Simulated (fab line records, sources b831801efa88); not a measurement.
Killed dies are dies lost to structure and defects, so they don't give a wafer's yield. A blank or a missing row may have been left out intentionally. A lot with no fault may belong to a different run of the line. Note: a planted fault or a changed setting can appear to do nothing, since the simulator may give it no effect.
The same fault as seen by 2 desks    flow sky130    only its own numbers are on each desk; what lay behind them is given at the end

## METROLOGY DESK
Means of the sampled wafers that have a number, per lot and without regard to the tool the lot ran on: this is what the gauges read. A lot is out of limits, marked OUT, if its mean lies more than 4 standard deviations from the usual mean; the brackets give that distance.
Columns: A = CAPM_CVD_00_THK at SKY_CAPM_THK_MEAS_01, usual 15.51 nm; B = CAPM_TIN_THK at SKY_CAPM_THK_MEAS_04, usual 197.3 nm; C = METAL3_OVL at SKY_METAL3_OVL_MEAS_14, usual -3 nm
lot   first seen here  A      B      C
L896  day 35 21:56     15.38  196.0  -7
L898  day 36 21:52     15.53  200.0  -4
L900  day 37 13:44     15.51  195.1  7
L906  day 39 09:53     15.41  198.6  -0
L907  day 39 16:52     16.12  198.4  -3
L911  day 40 16:30     15.56  195.7  -8
L912  day 41 07:34     15.66  201.0  4
L914  day 41 12:44     15.45  196.6  -6
L915  day 41 18:32     15.50  197.0  1
L916  day 42 05:59     15.51  196.6  -12
L917  day 42 19:07     15.31  195.4  -6
This desk's verdict: no lot among the 11 shows anything out of limits.

## THE TOOL OWNER'S DESK: pecvd-04
The tool's own readings at SKY_CAPM_CVD_00 (deposits SiO2, target thk 15.5 nm): means of the sampled wafers that have a number, for each lot that ran on this tool. A lot is out of limits, marked OUT, if its mean lies more than 4 standard deviations from the usual mean; the brackets give that distance.
Columns: A = heater-power-w at SKY_CAPM_CVD_00, usual 686 W
lot   first seen here  A
L898  day 36 21:50     696
L900  day 37 13:42     725
L907  day 39 16:50     716
L916  day 42 05:57     745
This desk's verdict: no lot among the 4 shows anything out of limits.

## TAKEN TOGETHER
Nothing out of limits was seen by the metrology desk.
The desk of the tool owner found nothing out of limits.

## WHAT THE SIMULATOR HAD INSERTED
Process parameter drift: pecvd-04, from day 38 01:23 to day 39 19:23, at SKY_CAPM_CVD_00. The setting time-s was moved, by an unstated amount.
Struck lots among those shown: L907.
